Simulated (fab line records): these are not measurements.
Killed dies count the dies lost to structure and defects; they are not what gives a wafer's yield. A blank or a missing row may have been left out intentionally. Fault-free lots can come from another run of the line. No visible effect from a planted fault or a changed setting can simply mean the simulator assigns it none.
fab line records	flow sfqLine
record: lots: 5	wafers: 15	lastDay: 92
route steps=325 shown I7@310 M8@311
lots with no fault: from the same line, run without faults
startH: hours from the record's opening day to when the first of the lot's shown wafers began	waitH: hours since the lot's step before	" identical to the entry in the row above	L1.1+2: one row covering several wafers at once	- either no value or no given start	* or withheld: withheld	< > ~ a bound
route shown NAME@n: NAME is a module with steps in the file, n the number in the route of the first one	usual: mean and standard deviation over wafers with no fault	same: alike in all rows	chamber/n: place in a boat	sites: each site's reading	_std_site: how widely they spread, as a standard deviation	_edge_site: the outer-site mean with the inner-site mean subtracted	radiusMm: how far each site lies from the wafer's centre	mask NAME#n: copy n	behind: the tool/chamber that last shaped the wafer	hold: what put the lot on hold/how long, in hours/how the hold closed	device: transistor that didn't switch, given as n, p or np	end of line: tests of these same wafers at the route's end	for a step that has no rows: nothing shown but its recipe	killed: at the first sort, the dies lost to defects and structure; wafer yield is something else	map: a wafer's dies, marking killed ones x, the rest . and places with no die _
set.NAME: setting as actually run; set.NAME@STEP: the setting as run at that earlier step	model.NAME: the simulator's own value behind a step, which no gauge read
lots at some steps of the route; a table a step, a row a wafer
services: a tool's chamber out of use, with start hour (startH, from the record's first day; less than 0 if before it), hours out, and reason
== steps ==
step: SFQ_TRILAYER_I7_VIA_STRIP_SOLV_CLEAN_192
recipe: chemistry: NMP	tempC: 70	timeS: 600
usual: bathHeatDutyPct: 13.6/1.4
same: timeS: 600
lot.wafer	tool	chamber	startH	waitH	bathHeatDutyPct
L078.2	wetBench-01	3	1940.72	0.4	12.5
L078.3	"	1	"	"	14.2
L078.6	"	7	"	"	12.5
L082.1	wetBench-04	3	2107.09	0.4	13.9
L082.3	"	4	"	"	12.1
L082.6	"	5	"	"	17.1
L084.1	wetBench-02	5	2117.89	0.4	15.8
L084.4	"	6	"	"	13.3
L084.6	"	7	"	"	13.9
L086.2	wetBench-04	4	2180.29	0.4	11.8
L086.4	"	3	"	"	13.7
L086.5	"	2	"	"	13.9
L092.1	wetBench-01	4	2197.21	0.4	13.6
L092.2	"	2	"	"	14.1
L092.6	"	0	"	"	15.0
step: SFQ_TRILAYER_M8_LITHO_LOR_COAT_197
recipe: resist: lift-off	spinRpm: 3000
usual: exhaustPa: 45.1/0.92	resistLineTempC: 22.99/0.11
lot.wafer	tool	chamber	startH	waitH	exhaustPa	resistLineTempC
L078.2	lithoTrack-01	0	1941.13	0.2	45.2	22.73
L078.3	"	0	"	"	47.1	22.88
L078.6	"	0	"	"	46.2	22.90
L082.1	lithoTrack-03	0	2107.26	0.0	43.8	22.99
L082.3	"	0	"	"	44.9	23.04
L082.6	"	0	"	"	44.9	22.97
L084.1	lithoTrack-03	0	2118.06	0.0	46.4	23.09
L084.4	"	0	"	"	46.6	22.97
L084.6	"	0	"	"	46.8	23.24
L086.2	lithoTrack-04	0	2180.51	0.1	44.7	22.84
L086.4	"	0	"	"	46.0	22.87
L086.5	"	0	"	"	44.0	23.10
L092.1	lithoTrack-04	0	2197.39	0.0	43.8	22.97
L092.2	"	0	"	"	43.5	23.03
L092.6	"	0	"	"	44.3	23.01
step: SFQ_TRILAYER_M8_LITHO_LOR_BAKE_198
recipe: resist: lift-off	tempC: withheld	timeS: withheld
usual: exhaustPa: 45.0/0.82	resistLineTempC: *
lot.wafer	tool	chamber	startH	waitH	exhaustPa	resistLineTempC
L078.2	lithoTrack-01	0	1941.47	0.3	45.9	*
L078.3	"	0	"	"	46.1	*
L078.6	"	0	"	"	44.9	*
L082.1	lithoTrack-03	0	2107.56	0.2	45.9	*
L082.3	"	0	"	"	45.1	*
L082.6	"	0	"	"	45.5	*
L084.1	lithoTrack-03	0	2118.36	0.2	46.4	*
L084.4	"	0	"	"	46.3	*
L084.6	"	0	"	"	46.8	*
L086.2	lithoTrack-04	0	2180.85	0.3	45.9	*
L086.4	"	0	"	"	45.3	*
L086.5	"	0	"	"	45.4	*
L092.1	lithoTrack-04	0	2197.69	0.2	44.8	*
L092.2	"	0	"	"	45.3	*
L092.6	"	0	"	"	45.1	*
step: SFQ_TRILAYER_M8_LITHO_COAT_193
recipe: resist: KrF	spinRpm: 3000	resistThkNm: 600
usual: dispensePressureKPa: 52/3	exhaustPa: 45.1/0.9	resistLineTempC: 23.01/0.11
lot.wafer	tool	chamber	startH	waitH	dispensePressureKPa	exhaustPa	resistLineTempC
L078.2	lithoTrack-01	0	-	-	49	46.4	23.09
L078.3	"	0	"	"	49	45.1	23.27
L078.6	"	0	"	"	49	46.1	23.01
L082.1	lithoTrack-03	0	-	-	56	43.9	22.83
L082.3	"	0	"	"	56	44.9	22.98
L082.6	"	0	"	"	56	46.1	22.85
L084.1	lithoTrack-03	0	-	-	56	42.7	22.92
L084.4	"	0	"	"	56	44.4	23.15
L084.6	"	0	"	"	56	44.6	23.20
L086.2	lithoTrack-04	0	-	-	50	43.3	23.03
L086.4	"	0	"	"	50	45.5	23.00
L086.5	"	0	"	"	50	45.0	22.97
L092.1	lithoTrack-04	0	-	-	50	43.8	23.02
L092.2	"	0	"	"	50	43.8	22.98
L092.6	"	0	"	"	50	45.7	22.84
step: SFQ_TRILAYER_M8_LITHO_SOFTBAKE_199
recipe: tempC: withheld	timeS: withheld	resist: KrF
usual: exhaustPa: 44.9/1.1	resistLineTempC: *
lot.wafer	tool	chamber	startH	waitH	exhaustPa	resistLineTempC
L078.2	lithoTrack-01	0	-	-	43.9	*
L078.3	"	0	"	"	44.1	*
L078.6	"	0	"	"	44.2	*
L082.1	lithoTrack-03	0	-	-	45.1	*
L082.3	"	0	"	"	46.5	*
L082.6	"	0	"	"	46.2	*
L084.1	lithoTrack-03	0	-	-	44.5	*
L084.4	"	0	"	"	44.7	*
L084.6	"	0	"	"	44.5	*
L086.2	lithoTrack-04	0	-	-	44.6	*
L086.4	"	0	"	"	44.4	*
L086.5	"	0	"	"	44.0	*
L092.1	lithoTrack-04	0	-	-	44.1	*
L092.2	"	0	"	"	44.8	*
L092.6	"	0	"	"	45.7	*
step: SFQ_TRILAYER_M8_LITHO_EXPOSE_194
recipe: maskId: M8	na: 0.6	sourceShape: conventional	sigmaOuter: 0.65	targetCdNm: 2000	doseMj: 14.4
lot.wafer	tool	chamber	startH	waitH	mask
L078.2+3+6	krfScanner-02	0	1943.43	-	M8#0
L082.1+3+6	krfScanner-02	0	2108.56	-	M8#0
L084.1+4+6	krfScanner-02	0	2119.36	-	M8#0
L086.2+4+5	krfScanner-01	0	2183.18	-	M8#0
L092.1+2+6	krfScanner-01	0	2198.69	-	M8#0
step: SFQ_TRILAYER_M8_LITHO_PEB_196
recipe: pebTempC: 115	pebTimeS: 60	resist: KrF
usual: exhaustPa: 44.8/0.95	resistLineTempC: 22.99/0.11
lot.wafer	tool	chamber	startH	waitH	exhaustPa	resistLineTempC
L078.2	lithoTrack-01	0	1944.46	0.8	45.2	22.93
L078.3	"	0	"	"	45.8	22.95
L078.6	"	0	"	"	44.8	23.00
L082.1	lithoTrack-03	0	2109.76	1.0	44.9	23.02
L082.3	"	0	"	"	44.0	23.00
L082.6	"	0	"	"	42.8	22.99
L084.1	lithoTrack-03	0	2120.56	1.0	46.0	23.03
L084.4	"	0	"	"	44.8	23.14
L084.6	"	0	"	"	45.9	22.99
L086.2	lithoTrack-03	0	2184.20	0.8	44.9	23.07
L086.4	"	0	"	"	42.9	22.96
L086.5	"	0	"	"	44.1	23.02
L092.1	lithoTrack-01	0	2199.89	1.0	44.7	22.83
L092.2	"	0	"	"	45.0	22.89
L092.6	"	0	"	"	45.7	22.97
step: SFQ_TRILAYER_M8_LITHO_DEVELOP_195
recipe: imgClearS: 15	timeS: 55	resist: KrF
usual: exhaustPa: 45.1/0.91	resistLineTempC: 22.99/0.097
same: timeS: 55
lot.wafer	tool	chamber	startH	waitH	exhaustPa	resistLineTempC
L078.2	lithoTrack-01	0	1944.61	0.1	43.1	23.04
L078.3	"	0	"	"	45.3	22.82
L078.6	"	0	"	"	43.1	23.03
L082.1	lithoTrack-03	0	2109.91	0.1	45.0	23.01
L082.3	"	0	"	"	46.2	22.94
L082.6	"	0	"	"	45.4	22.97
L084.1	lithoTrack-03	0	2120.71	0.1	45.6	23.00
L084.4	"	0	"	"	43.7	23.00
L084.6	"	0	"	"	43.4	23.08
L086.2	lithoTrack-03	0	2184.35	0.1	44.2	23.12
L086.4	"	0	"	"	43.4	23.00
L086.5	"	0	"	"	44.6	22.91
L092.1	lithoTrack-01	0	2200.04	0.1	45.4	23.08
L092.2	"	0	"	"	44.7	22.99
L092.6	"	0	"	"	44.8	23.06
step: SFQ_M8_OVL_MEAS_948
usual: M8_OVL: -1/6.4
lot.wafer	tool	chamber	startH	waitH	M8_OVL[nm]
L078.2	overlay-02	-	1944.73	0.1	3
L078.3	"	-	"	"	6
L078.6	"	-	"	"	6
L082.1	overlay-01	-	2110.05	0.1	-12
L082.3	"	-	"	"	-8
L082.6	"	-	"	"	-13
L084.1	overlay-02	-	2120.85	0.1	2
L084.4	"	-	"	"	10
L084.6	"	-	"	"	10
L086.2	overlay-02	-	2184.48	0.1	-1
L086.4	"	-	"	"	1
L086.5	"	-	"	"	-1
L092.1	overlay-01	-	2200.18	0.1	3
L092.2	"	-	"	"	1
L092.6	"	-	"	"	-6
step: SFQ_TRILAYER_M8_DEP_EVAP_197
recipe: material: Ti	angularSpreadDeg: 1	targetThkNm: 20	timeS: 100	powerW: 2000
usual: cathodeDcPowerW: 2000.1/0.34
same: timeS: 100
lot.wafer	tool	chamber	startH	waitH	cathodeDcPowerW
L078.2	pvdSputter-02	-	1944.76	0.0	2000.1
L078.3	"	-	"	"	2000.0
L078.6	"	-	"	"	1999.8
L082.1	pvdSputter-02	-	2110.09	0.0	2000.2
L082.3	"	-	"	"	1999.6
L082.6	"	-	"	"	2000.2
L084.1	pvdSputter-02	-	2120.89	0.0	1999.5
L084.4	"	-	"	"	1999.9
L084.6	"	-	"	"	2000.3
L086.2	pvdSputter-02	-	2184.51	0.0	1999.3
L086.4	"	-	"	"	2000.5
L086.5	"	-	"	"	1999.7
L092.1	pvdSputter-02	-	2200.22	0.0	1999.3
L092.2	"	-	"	"	1999.9
L092.6	"	-	"	"	2000.1
step: SFQ_TRILAYER_M8_DEP_EVAP_198
recipe: material: Pt	angularSpreadDeg: 1	targetThkNm: 50	timeS: 250	powerW: 2000
usual: cathodeDcPowerW: 2000.0/0.38
same: timeS: 250
lot.wafer	tool	chamber	startH	waitH	cathodeDcPowerW
L078.2	pvdSputter-02	-	1944.83	0.0	1999.6
L078.3	"	-	"	"	1999.5
L078.6	"	-	"	"	2000.1
L082.1	pvdSputter-02	-	2110.16	0.0	2000.3
L082.3	"	-	"	"	2000.5
L082.6	"	-	"	"	2000.1
L084.1	pvdSputter-02	-	2120.96	0.0	2000.4
L084.4	"	-	"	"	1999.7
L084.6	"	-	"	"	2000.5
L086.2	pvdSputter-02	-	2184.58	0.0	2000.5
L086.4	"	-	"	"	1999.8
L086.5	"	-	"	"	2000.1
L092.1	pvdSputter-02	-	2200.29	0.0	2000.1
L092.2	"	-	"	"	1999.8
L092.6	"	-	"	"	2000.4
step: SFQ_TRILAYER_M8_DEP_EVAP_196
recipe: material: Au	angularSpreadDeg: 1	targetThkNm: 180	timeS: 900	powerW: 2000
usual: cathodeDcPowerW: 2000.0/0.33
same: timeS: 900
lot.wafer	tool	chamber	startH	waitH	cathodeDcPowerW
L078.2	pvdSputter-02	-	1944.99	0.1	2000.2
L078.3	"	-	"	"	1999.7
L078.6	"	-	"	"	2000.0
L082.1	pvdSputter-02	-	2110.32	0.1	1999.7
L082.3	"	-	"	"	1999.9
L082.6	"	-	"	"	2000.2
L084.1	pvdSputter-02	-	2121.12	0.1	2000.4
L084.4	"	-	"	"	1999.2
L084.6	"	-	"	"	2000.7
L086.2	pvdSputter-02	-	2184.74	0.1	2000.2
L086.4	"	-	"	"	1999.1
L086.5	"	-	"	"	2000.1
L092.1	pvdSputter-02	-	2200.44	0.1	1999.8
L092.2	"	-	"	"	1999.9
L092.6	"	-	"	"	1999.7
step: SFQ_M8_RS_MEAS_949
recipe: thkMeasGauge: four-point-probe	reads: Au_of_TRILAYER_M8_DEP_EVAP_196+Pt_of_TRILAYER_M8_DEP_EVAP_198+Ti_of_TRILAYER_M8_DEP_EVAP_197
usual: M8_AU_RS: 0.1543/0.002
lot.wafer	tool	chamber	startH	waitH	M8_AU_RS[ohm/sq]
L078.2	filmMetro-02	-	1945.52	0.3	0.1565
L078.3	"	-	"	"	0.1558
L078.6	"	-	"	"	0.1579
L082.1	filmMetro-01	-	2110.83	0.3	0.1513
L082.3	"	-	"	"	0.1493
L082.6	"	-	"	"	0.1517
L084.1	filmMetro-01	-	2121.63	0.3	0.1526
L084.4	"	-	"	"	0.1525
L084.6	"	-	"	"	0.1529
L086.2	filmMetro-01	-	2185.27	0.3	0.1550
L086.4	"	-	"	"	0.1545
L086.5	"	-	"	"	0.1541
L092.1	filmMetro-01	-	2200.96	0.3	0.1519
L092.2	"	-	"	"	0.1523
L092.6	"	-	"	"	0.1521
step: SFQ_M8_THK_MEAS_950
recipe: thkMeasGauge: xrf	reads: Au_of_TRILAYER_M8_DEP_EVAP_196
usual: M8_AU_THK: 179.2/2.5
lot.wafer	tool	chamber	startH	waitH	M8_AU_THK[nm]
L078.2	filmMetro-02	-	1945.63	0.1	177.6
L078.3	"	-	"	"	177.9
L078.6	"	-	"	"	175.0
L082.1	filmMetro-01	-	2110.95	0.1	182.5
L082.3	"	-	"	"	184.3
L082.6	"	-	"	"	181.4
L084.1	filmMetro-01	-	2121.75	0.1	181.1
L084.4	"	-	"	"	181.5
L084.6	"	-	"	"	181.2
L086.2	filmMetro-01	-	2185.38	0.1	177.5
L086.4	"	-	"	"	178.3
L086.5	"	-	"	"	179.1
L092.1	filmMetro-01	-	2201.08	0.1	181.5
L092.2	"	-	"	"	180.8
L092.6	"	-	"	"	181.1
step: SFQ_TRILAYER_M8_LIFTOFF_LIFTOFF_197
recipe: tempC: 80	timeS: 600	chemistry: NMP
usual: bathHeatDutyPct: 17.5/1.8
same: timeS: 600
lot.wafer	tool	chamber	startH	waitH	bathHeatDutyPct
L078.2	wetBench-01	3	1945.68	0.0	17.9
L078.3	"	2	"	"	17.7
L078.6	"	4	"	"	16.6
L082.1	wetBench-03	1	2111.01	0.1	16.4
L082.3	"	3	"	"	16.5
L082.6	"	6	"	"	21.5
L084.1	wetBench-02	7	2121.81	0.1	19.1
L084.4	"	4	"	"	16.8
L084.6	"	5	"	"	21.6
L086.2	wetBench-02	3	2185.43	0.0	15.6
L086.4	"	1	"	"	16.2
L086.5	"	0	"	"	19.9
L092.1	wetBench-03	6	2201.14	0.1	21.4
L092.2	"	1	"	"	18.0
L092.6	"	3	"	"	16.2
step: SFQ_M8_BOW_MEAS_951
recipe: mode: bow
usual: M8_BOW: 8/8.1
lot.wafer	tool	chamber	startH	waitH	M8_BOW[um]
L078.2	filmMetro-04	-	1945.88	0.0	26
L078.3	"	-	"	"	25
L078.6	"	-	"	"	19
L082.1	filmMetro-01	-	2111.19	0.0	14
L082.3	"	-	"	"	7
L082.6	"	-	"	"	4
L084.1	filmMetro-01	-	2121.99	0.0	5
L084.4	"	-	"	"	6
L084.6	"	-	"	"	-4
L086.2	filmMetro-02	-	2185.80	0.0	9
L086.4	"	-	"	"	4
L086.5	"	-	"	"	8
L092.1	filmMetro-04	-	2201.31	0.0	-1
L092.2	"	-	"	"	14
L092.6	"	-	"	"	9
== services ==
tool	chamber	startH	hours	kind
wetBench-04	-	1933.01	0.5	repair
krfScanner-01	-	1939.27	0.3	repair
krfScanner-02	-	1946.83	1.3	pm
krfScanner-01	-	1958.78	4.0	pm
krfScanner-01	-	1965.75	0.2	repair
krfScanner-02	-	2002.10	1.0	pm
krfScanner-01	-	2010.63	0.8	pm
krfScanner-01	-	2027.61	1.3	pm
krfScanner-01	-	2047.01	1.0	pm
pvdSputter-02	-	2050.07	1.3	repair
krfScanner-02	-	2083.95	11.6	pm
krfScanner-02	-	2095.50	0.8	pm
krfScanner-02	-	2101.02	0.8	pm
krfScanner-02	-	2122.11	1.3	pm
pvdSputter-02	3	2126.88	-	consumableReplace:kit
pvdSputter-02	3	2126.88	18.0	scheduledDown
pvdSputter-02	3	2126.88	18.0	ventCycle
krfScanner-02	-	2170.66	1.0	pm
krfScanner-01	-	2179.20	0.8	pm
krfScanner-01	-	2181.78	1.1	repair
== key ==
fault none
